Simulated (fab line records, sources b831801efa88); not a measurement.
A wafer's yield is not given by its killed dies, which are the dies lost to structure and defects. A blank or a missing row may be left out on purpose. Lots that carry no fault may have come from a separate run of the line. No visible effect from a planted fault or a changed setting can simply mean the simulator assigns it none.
fab line records    flow sky130
record: lots: 6  wafers: 18  last-day: 50
route steps=708 shown METAL2@489 PAD_OPEN@708
lots untouched by any fault: they come from a run of this same line in which no faults occurred
start-h: hours from the record's opening day to when the first of the lot's shown wafers began    wait-h: hours elapsed since this lot's preceding step    " as in the row above    L1.1+2: a single row standing in for several wafers    - no value, or no start was given    * or withheld: withheld    < > ~ a bound
route shown NAME@n: names a module that has steps shown in the file, with the first one's number in the route    usual: mean and standard deviation over wafers with no fault    same: alike in all rows    chamber/n: place in a boat    sites: each site's reading    _std_site: the values' standard deviation    _edge_site: mean of outer sites minus mean of inner sites    radius-mm: how far each site lies from the wafer's centre    mask NAME#n: copy n    behind: the tool/chamber that last shaped the wafer    hold: the reason the lot was held/the length of the hold in hours/how it ended    device: whichever transistor did not switch (one of n, p or np)    end of line: at the end of the route, the tests of the same wafers    a step with no rows: only its recipe    killed: not the wafer's yield, but the dies lost to structure and defects at the first sort    map: per-die view of a wafer (x killed, . not killed, _ where there is no die)
set.NAME: the setting as run; set.NAME@STEP: as run at that earlier step    model.NAME: the simulator's own value behind a step, which no gauge read
lots seen at some steps along the route; tables by step, rows by wafer
services: the hour from which a tool's chamber was out of use, counted from the record's first day as start-h (under 0 if before that day), plus the number of hours and why
== steps ==
step: SKY_METAL2_THK_MEAS_06
recipe: thk-meas-gauge: xrf  reads: AlCu_of_METAL2_SPUTTER_02
usual: METAL2_ALCU_THK: 246.5/2.9
lot.wafer  tool           chamber  start-h  wait-h  METAL2_ALCU_THK[nm]
L572.2     film-metro-02  -        838.46   0.1     243.9
L572.4     "              -        "        "       244.4
L572.6     "              -        "        "       245.1
L577.1     film-metro-02  -        839.11   0.1     242.5
L577.4     "              -        "        "       242.5
L577.6     "              -        "        "       243.5
L582.3     film-metro-04  -        891.01   0.1     244.5
L582.4     "              -        "        "       245.3
L582.5     "              -        "        "       243.1
L585.1     film-metro-04  -        892.16   0.1     250.2
L585.2     "              -        "        "       244.4
L585.5     "              -        "        "       246.2
L584.2     film-metro-03  -        895.35   0.1     249.9
L584.3     "              -        "        "       246.9
L584.6     "              -        "        "       249.8
L592.1     film-metro-02  -        951.32   0.1     244.8
L592.3     "              -        "        "       243.8
L592.6     "              -        "        "       245.1
step: SKY_METAL2_DEHYDRATE_07
recipe: temp-c: 200  time-s: 60
step: SKY_METAL2_HMDS_08
recipe: prime-time-s: 60  prime-temp-c: 120
step: SKY_METAL2_COAT_09
recipe: resist: BARC  temp-c: withheld  time-s: withheld  spin-rpm: 3000  resist-thk-nm: 60
step: SKY_METAL2_COAT_10
recipe: resist: KrF-thick  spin-rpm: 3000  resist-thk-nm: 450
step: SKY_METAL2_SOFTBAKE_11
recipe: temp-c: 100  time-s: 90  resist: KrF-thick
step: SKY_METAL2_EXPOSE_12
recipe: mask-id: MM2  na: 0.8  source-shape: annular  sigma-inner: 0.55  sigma-outer: 0.85  target-cd-nm: 140  dose-mj: 28
step: SKY_METAL2_PEB_13
recipe: peb-temp-c: withheld  peb-time-s: withheld  resist: KrF-thick
step: SKY_METAL2_DEVELOP_14
recipe: develop-time-s: 60  resist: KrF-thick  dev-temp-c: 20.68
step: SKY_METAL2_CD_MEAS_15
recipe: target-cd-nm: 140
usual: cd-nm: 140.1/1.8
lot.wafer  tool       chamber  start-h  wait-h  cd-nm
L572.2     cd-sem-01  -        864.79   -       140.9
L572.4     "          -        "        "       141.5
L572.6     "          -        "        "       141.6
L577.1     cd-sem-01  -        865.13   -       141.2
L577.4     "          -        "        "       140.0
L577.6     "          -        "        "       141.7
L582.3     cd-sem-01  -        915.77   -       140.6
L582.4     "          -        "        "       141.5
L582.5     "          -        "        "       142.2
L585.1     cd-sem-01  -        916.74   -       142.5
L585.2     "          -        "        "       142.2
L585.5     "          -        "        "       143.7
L584.2     cd-sem-01  -        920.89   -       139.2
L584.3     "          -        "        "       136.4
L584.6     "          -        "        "       138.7
L592.1     cd-sem-02  -        974.80   -       140.8
L592.3     "          -        "        "       139.9
L592.6     "          -        "        "       141.0
step: SKY_METAL2_OVL_MEAS_16
usual: METAL2_OVL: -5/5
lot.wafer  tool        chamber  start-h  wait-h  METAL2_OVL[nm]
L572.2     overlay-01  -        864.90   0.1     -12
L572.4     "           -        "        "       -5
L572.6     "           -        "        "       -4
L577.1     overlay-02  -        865.25   0.1     -4
L577.4     "           -        "        "       -11
L577.6     "           -        "        "       1
L582.3     overlay-01  -        915.86   0.1     -13
L582.4     "           -        "        "       -6
L582.5     "           -        "        "       -10
L585.1     overlay-02  -        916.86   0.1     2
L585.2     "           -        "        "       1
L585.5     "           -        "        "       -5
L584.2     overlay-02  -        921.00   0.1     1
L584.3     "           -        "        "       -10
L584.6     "           -        "        "       -3
L592.1     overlay-01  -        974.92   0.1     -7
L592.3     "           -        "        "       -8
L592.6     "           -        "        "       -4
step: SKY_METAL2_DESCUM_17
recipe: chemistry: O2  source-power-w: 150  bias-power-w: 0  pressure-mtorr: 10  temp-c: 40  time-s: 8
usual: drypump-motor-current-A: 5.9/0.38  oes-product-au: 1.004/0.012  temp-c: 40.00/0.11
lot.wafer  tool          chamber  start-h  wait-h  drypump-motor-current-A  oes-product-au  rf-hours-counter-h  temp-c
L572.2     rie-metal-03  1        864.93   0.0     6.0                      0.995           13                  40.13
L572.4     "             0        "        "       5.5                      1.027           -                   39.80
L572.6     "             0        "        "       5.5                      1.014           -                   39.87
L577.1     rie-metal-01  0        865.29   0.0     6.3                      1.015           10                  40.07
L577.4     "             1        "        "       6.0                      1.004           -                   40.02
L577.6     "             1        "        "       6.0                      1.016           -                   40.07
L582.3     rie-metal-01  0        915.90   0.0     6.2                      1.009           -                   39.93
L582.4     "             1        "        "       5.9                      1.009           -                   39.76
L582.5     "             1        "        "       5.9                      1.012           -                   39.89
L585.1     rie-metal-03  1        916.90   0.0     6.0                      1.001           15                  40.15
L585.2     "             0        "        "       5.5                      1.028           16                  40.08
L585.5     "             0        "        "       5.5                      1.019           -                   40.06
L584.2     rie-metal-01  1        921.03   0.0     6.0                      1.006           17                  39.91
L584.3     "             0        "        "       6.3                      1.004           -                   40.09
L584.6     "             1        "        "       6.0                      1.013           -                   39.97
L592.1     rie-metal-03  1        974.96   0.0     6.0                      0.993           19                  40.06
L592.3     "             1        "        "       6.0                      1.000           -                   39.98
L592.6     "             1        "        "       6.0                      0.993           -                   39.94
step: SKY_METAL2_ETCH_18
recipe: chemistry: N2/H2  target: BARC  ion-energy-ev: 200  bias-w: 100  pressure-mtorr: 30  n2-flow-sccm: 100  h2-flow-sccm: 200  icp-w: 500  stop-on: SiO2  time-s: 45.9  target-depth-a: 600
usual: bias-w: 99.98/0.27  drypump-motor-current-A: 6.0/0.38  oes-product-au: 0.855/0.0053  throttle-valve-pct: 13.224/0.009
lot.wafer  tool          chamber  start-h  wait-h  bias-w  drypump-motor-current-A  oes-product-au  rf-hours-counter-h  throttle-valve-pct
L572.2     rie-metal-03  1        864.96   0.0     100.00  6.0                      0.851           13                  13.214
L572.4     "             0        "        "       100.06  5.5                      0.859           -                   13.224
L572.6     "             0        "        "       100.09  5.5                      0.856           -                   13.224
L577.1     rie-metal-01  0        865.32   0.0     99.61   6.3                      0.848           10                  13.219
L577.4     "             1        "        "       99.85   6.0                      0.846           -                   13.237
L577.6     "             1        "        "       100.21  6.0                      0.850           -                   13.237
L582.3     rie-metal-01  0        915.94   0.0     94.44   6.3                      0.855           -                   13.216
L582.4     "             1        "        "       94.36   6.0                      0.852           -                   13.210
L582.5     "             1        "        "       94.33   6.0                      0.853           -                   13.230
L585.1     rie-metal-03  1        916.93   0.0     100.19  6.0                      0.854           15                  13.223
L585.2     "             0        "        "       100.16  5.5                      0.857           16                  13.225
L585.5     "             0        "        "       99.97   5.5                      0.856           -                   13.240
L584.2     rie-metal-01  1        921.06   0.0     94.30   6.0                      0.851           17                  13.234
L584.3     "             0        "        "       94.22   6.3                      0.858           -                   13.215
L584.6     "             1        "        "       93.79   6.0                      0.856           -                   13.234
L592.1     rie-metal-03  1        974.99   0.0     99.99   6.0                      0.862           19                  13.234
L592.3     "             1        "        "       100.01  6.0                      0.846           -                   13.228
L592.6     "             1        "        "       100.07  6.0                      0.852           -                   13.235
step: SKY_METAL2_METAL_ETCH_19
recipe: target-depth-a: 3600  stop-on: SiO2  over-etch-frac: 0.3  time-s: 78  chemistry: Cl2/BCl3  resist-sidewall-deg: 88  pressure-mtorr: 10  icp-w: 900  bias-w: 48.5  Cl2_flow_sccm: 60  bcl3-flow-sccm: 30
usual: bias-w: 48.50/0.14  drypump-motor-current-A: 5.9/0.38  oes-product-au: 0.854/0.0058  throttle-valve-pct: 22.264/0.0091
lot.wafer  tool          chamber  start-h  wait-h  bias-w  drypump-motor-current-A  oes-product-au  rf-hours-counter-h  throttle-valve-pct
L572.2     rie-metal-03  1        865.02   0.0     48.24   6.0                      0.846           13                  22.264
L572.4     "             0        "        "       48.49   5.5                      0.846           -                   22.256
L572.6     "             0        "        "       48.50   5.5                      0.848           -                   22.251
L577.1     rie-metal-01  0        865.38   0.0     48.57   6.2                      0.854           10                  22.249
L577.4     "             1        "        "       48.30   6.0                      0.851           -                   22.269
L577.6     "             1        "        "       48.23   5.9                      0.857           -                   22.264
L582.3     rie-metal-01  0        916.01   0.1     48.46   6.3                      0.853           -                   22.262
L582.4     "             1        "        "       48.33   6.0                      0.859           -                   22.265
L582.5     "             1        "        "       48.69   6.0                      0.858           -                   22.265
L585.1     rie-metal-03  1        916.99   0.0     48.24   6.0                      0.866           15                  22.251
L585.2     "             0        "        "       48.50   5.5                      0.850           16                  22.262
L585.5     "             0        "        "       48.44   5.5                      0.860           -                   22.256
L584.2     rie-metal-01  1        921.12   0.0     48.44   6.0                      0.860           17                  22.267
L584.3     "             0        "        "       48.34   6.3                      0.849           -                   22.277
L584.6     "             1        "        "       48.57   6.0                      0.858           -                   22.266
L592.1     rie-metal-03  1        975.05   0.0     48.59   6.0                      0.847           19                  22.276
L592.3     "             1        "        "       48.53   6.0                      0.856           -                   22.252
L592.6     "             1        "        "       48.63   6.0                      0.844           -                   22.249
step: SKY_PAD_OPEN_PROBE_99
usual: defect-limited-yield: 83.0/1.8  killed_at_M0_to_M3: 42/6.6  killed_at_M4_up: 3.0/1.7  killed-at-contacts: 24/5.3  killed-at-front-end: 15/4.5  killed-at-other: 0.2/0.49  killed-dies: 83/9  killed-open: 45/6.9  killed-short: 38/5.8  sort_bin_3_pad_short: 0.8/0.4  sort_bin_5_function: 10.0/1.5  sort_bin_6_memory: 6.1/1.1  sort-n-pass: 409/9  sort-yield-pct: 83.0/1.8
same: gross-dies: 492  killed-at-back-side: 0  sort_bin_4_leakage[%]: 0  sort_bin_8_speed[%]: 0
lot.wafer  tool       chamber  start-h  wait-h  defect-limited-yield[%]  killed_at_M0_to_M3  killed_at_M4_up  killed-at-contacts  killed-at-front-end  killed-at-other  killed-dies  killed-open  killed-short  sort_bin_3_pad_short[%]  sort_bin_5_function[%]  sort_bin_6_memory[%]  sort-n-pass  sort-yield-pct[%]
L572.2     prober-02  -        1114.81  0.1     83.5                     34                  0                23                  24                   0                81           43           38            0.4                      10.2                    5.9                   411          83.5
L572.4     prober-02  -        1114.91  0.2     81.3                     43                  3                31                  15                   0                92           52           40            1.0                      11.6                    6.1                   400          81.3
L572.6     prober-02  -        1115.01  0.2     84.6                     35                  0                19                  21                   1                76           41           35            1.2                      7.7                     6.5                   416          84.6
L577.1     prober-01  -        1116.56  0.3     83.9                     39                  3                24                  13                   0                79           37           42            0.4                      9.1                     6.5                   413          83.9
L577.4     prober-01  -        1116.71  0.4     81.7                     41                  6                34                  9                    0                90           49           41            1.0                      11.2                    6.1                   402          81.7
L577.6     prober-01  -        1116.81  0.4     83.9                     41                  4                23                  11                   0                79           34           45            1.6                      8.1                     6.3                   413          83.9
L582.3     prober-01  -        1153.00  0.2     83.9                     47                  1                21                  10                   0                79           40           39            1.0                      9.8                     5.3                   413          83.9
L582.4     prober-01  -        1153.05  0.2     85.8                     32                  1                17                  20                   0                70           43           27            0.4                      9.6                     4.3                   422          85.8
L582.5     prober-01  -        1153.10  0.2     84.6                     42                  2                15                  16                   1                76           38           38            1.0                      8.3                     6.1                   416          84.6
L584.2     prober-01  -        1156.93  0.1     82.1                     32                  3                37                  16                   0                88           45           42            0.6                      10.2                    7.1                   404          82.1
L584.3     prober-01  -        1156.98  0.2     82.7                     39                  3                19                  23                   1                85           44           40            0.8                      9.6                     6.9                   407          82.7
L584.6     prober-01  -        1157.13  0.2     85.4                     41                  4                24                  3                    0                72           45           27            0.4                      9.3                     4.9                   420          85.4
killed by level:class
L572.2 CONTACT:geometric-particle:open=9 VIA2:geometric-particle:open=8 FIELD_ISO:geometric-particle:short=7 METAL1:geometric-particle:short=7 POLY_GATE:geometric-particle:short=6 FIELD_ISO:geometric-particle:open=5 CONTACT:geometric-particle:short=5 VIA3:geometric-particle:open=5
L572.4 CONTACT:geometric-particle:open=12 VIA1:geometric-particle:open=8 LOCAL_INTERCONNECT:geometric-particle:short=8 METAL1:geometric-particle:short=7 VIA2:geometric-particle:short=6 LI_CONTACT:geometric-particle:open=6 VIA2:geometric-particle:open=6 FIELD_ISO:geometric-particle:open=5
L572.6 VIA2:geometric-particle:open=9 CONTACT:geometric-particle:open=8 VIA1:geometric-particle:open=8 POLY_GATE:geometric-particle:short=7 FIELD_ISO:geometric-particle:short=4 POLY_GATE:geometric-particle:open=4 LI_CONTACT:geometric-particle:open=4 METAL1:geometric-particle:short=4
L577.1 VIA1:geometric-particle:open=10 LI_CONTACT:geometric-particle:open=8 CONTACT:geometric-particle:open=6 METAL1:geometric-particle:short=6 LOCAL_INTERCONNECT:geometric-particle:short=5 CONTACT:geometric-particle:short=4 METAL2:geometric-particle:short=4 FIELD_ISO:geometric-particle:short=3
L577.4 CONTACT:geometric-particle:open=14 LI_CONTACT:geometric-particle:open=10 VIA1:geometric-particle:open=9 METAL2:geometric-particle:short=8 VIA1:geometric-particle:short=6 METAL4:geometric-particle:short=6 LOCAL_INTERCONNECT:geometric-particle:short=4 CONTACT:geometric-particle:short=4
L577.6 LI_CONTACT:geometric-particle:open=8 METAL1:geometric-particle:short=7 VIA1:geometric-particle:open=5 VIA1:geometric-particle:short=5 METAL2:geometric-particle:short=5 VIA3:geometric-particle:open=5 CONTACT:geometric-particle:open=4 CONTACT:geometric-particle:short=4
L582.3 METAL2:geometric-particle:short=14 CONTACT:geometric-particle:open=9 VIA1:geometric-particle:short=9 LI_CONTACT:geometric-particle:open=7 VIA2:geometric-particle:open=7 METAL1:geometric-particle:short=5 VIA1:geometric-particle:open=4 VIA3:geometric-particle:open=4
L582.4 VIA1:geometric-particle:open=10 CONTACT:geometric-particle:open=8 FIELD_ISO:geometric-particle:open=5 VIA2:geometric-particle:open=5 POLY_GATE:geometric-particle:open=4 CONTACT:geometric-particle:short=4 METAL2:geometric-particle:short=4 FIELD_ISO:geometric-particle:short=3
L582.5 VIA3:geometric-particle:open=7 VIA1:geometric-particle:open=6 METAL2:geometric-particle:short=6 FIELD_ISO:geometric-particle:open=5 VIA1:geometric-particle:short=5 VIA2:geometric-particle:short=4 VIA2:geometric-particle:open=4 FIELD_ISO:geometric-particle:short=3
L584.2 LI_CONTACT:geometric-particle:open=10 CONTACT:geometric-particle:open=9 CONTACT:geometric-particle:short=7 VIA2:geometric-particle:open=7 POLY_GATE:geometric-particle:short=6 LOCAL_INTERCONNECT:geometric-particle:short=6 METAL2:geometric-particle:short=6 VIA1:geometric-particle:open=5
L584.3 VIA1:geometric-particle:open=8 LI_CONTACT:geometric-particle:open=7 CONTACT:geometric-particle:open=7 VIA2:geometric-particle:open=6 METAL3:geometric-particle:short=6 POLY_GATE:geometric-particle:short=5 POLY_GATE:geometric-particle:open=5 FIELD_ISO:geometric-particle:short=4
L584.6 CONTACT:geometric-particle:open=14 VIA1:geometric-particle:open=11 VIA2:geometric-particle:open=7 METAL1:geometric-particle:short=6 VIA1:geometric-particle:short=5 CONTACT:geometric-particle:short=4 LI_CONTACT:geometric-particle:open=3 METAL3:geometric-particle:short=3
== services ==
tool          chamber  start-h  hours  kind
rie-metal-01  1        929.21   -      clean
rie-metal-01  1        929.21   30.8   scheduled-down
rie-metal-01  1        929.21   30.8   vent-cycle
== key ==
first-sign: step: SKY_METAL2_ETCH_18  reading: bias-w  direction: down  sigmas: 21  usual: 99.98  struck: 94.24
effect none on later readings
met-at SKY_METAL2_ETCH_18
struck-wafers L582.3,L582.4,L582.5,L584.2,L584.3,L584.6
onset-between 865.32 915.94
fault: kind: process-parameter-drift  tool: rie-metal-01  chamber: -  onset-h: 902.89  steps: SKY_METAL2_ETCH_18  channel: bias-w  offset: -5.7207  shape: step  end-h: 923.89  acts-in: these-recipes-only  stated: 100
